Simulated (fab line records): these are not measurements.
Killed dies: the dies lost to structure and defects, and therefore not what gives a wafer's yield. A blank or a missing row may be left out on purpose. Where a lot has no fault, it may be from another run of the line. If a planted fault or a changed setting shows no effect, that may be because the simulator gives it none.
Comparing a struck lot with a sound one	flow sky130	14 steps out of a route of 708
Sound: the wafers L536.2, L536.3, L536.4. The struck wafers were L538.2, L538.3, L538.4. The cause is named last.
Order at every step that has rows: each side's tool, ch and its chambers, its first start. Under that, the readings that differ: sound wafers	struck wafers	difference of the means	sigmas: that difference in standard deviations of wafers without a fault.
alike: same words and numbers on both sides, and readings whose means sit less than 2 such deviations apart. not compared: any withheld reading, any reading some wafer has no value for, any bound like >300 that may hide the same value, and any number with overlapping values for which the record gives no deviation.
A row with sigmas, a row that says differs or no value, or rows on one side alone: a step with any of these is where the two part. Numbers that have no deviation but don't overlap get no sigmas and don't part them. Lack of a reading on every wafer of one side parts them only where that side has two or more wafers.

first, 5 steps without rows for these wafers: SKY_POLY_GATE_COAT_08 (resist thk 450 nm); SKY_POLY_GATE_SOFTBAKE_09 (time 90 s); SKY_POLY_GATE_EXPOSE_10 (exposes mask P1M, target cd 150 nm); SKY_POLY_GATE_PEB_11; SKY_POLY_GATE_DEVELOP_12 (develop time 60 s).
SKY_POLY_GATE_CD_MEAS_13 targets a cd of 150 nm.
  sound on cd-sem-02 at day 20 10:46; struck on cd-sem-02 at day 21 10:23
  alike: cd-nm
SKY_POLY_GATE_OVL_MEAS_14:
  sound on overlay-02 at day 20 10:53; struck on overlay-01 at day 21 10:30
  alike: POLY_GATE_OVL
SKY_POLY_GATE_ETCH_15: etches BARC in N2/H2, stops on SiO2, time 118.5 s, target depth 110 nm.
  sound on rie-diel-03 ch 0,1,2, day 20 10:55; struck on rie-diel-04 ch 0,2,3, day 21 10:32
  alike: chamber-pressure-mTorr, drypump-motor-current-A, oes-product-au, throttle-valve-pct
  not compared: rf-hours-counter-h
SKY_POLY_GATE_ETCH_16: etches Si3N4 in CH3F/O2, stops on poly-Si, time 147.5 s, target depth 75 nm.
  sound on rie-diel-03 ch 0,1,2, day 20 10:59; struck on rie-diel-04 ch 0,2,3, day 21 10:37
  alike: chamber-pressure-mTorr, drypump-motor-current-A, oes-product-au, throttle-valve-pct
  not compared: rf-hours-counter-h
SKY_POLY_GATE_ETCH_17: etches poly-Si in HBr/Cl2, stops on SiO2, target depth 180 nm, time 70.5 s.
  sound on rie-si-02 ch 0,2,3, day 20 11:05; struck on rie-si-02 ch 0,1,2, day 21 10:43
  alike: chamber-pressure-mTorr, drypump-motor-current-A, he-backside-leak-sccm, oes-product-au, throttle-valve-pct
  not compared: rf-hours-counter-h
SKY_POLY_GATE_STRIP_18: strips in O2/N2.
  sound on plasma-asher-03 ch 0,1, day 20 11:08; struck on plasma-asher-02 ch 0,1, day 21 10:46
  alike: chamber-pressure-mTorr, drypump-motor-current-A, oes-product-au, strip-time-to-endpoint-s
  not compared: rf-hours-counter-h
then, 1 step without rows for these wafers: SKY_POLY_GATE_CLEAN_19 (cleans in SC1/SC2, time 150 s).
SKY_POLY_GATE_OXIDATION_20: stabilise 600 s, purge 300 s, target thk 4 nm.
  struck on furnace-01, day 21 10:55; sound on furnace-02 ch 0, day 20 11:53
  no value came back on the struck wafers for ox-temp-c (C), ox-temp-c-max, zone-power-upper-pct (%); on the sound wafers ox-temp-c (C) reads 849.8 850.2 849.8
SKY_POLY_GATE_CD_MEAS_22:
  sound on cd-sem-02 at day 20 13:14; struck on cd-sem-02 at day 21 12:15
  alike: cd-nm

## WHERE THEY PART
Within this record, at SKY_POLY_GATE_OXIDATION_20 only. Later steps at which nothing parts them and some readings are alike: SKY_POLY_GATE_CD_MEAS_22.

WHY: what the simulator had put in
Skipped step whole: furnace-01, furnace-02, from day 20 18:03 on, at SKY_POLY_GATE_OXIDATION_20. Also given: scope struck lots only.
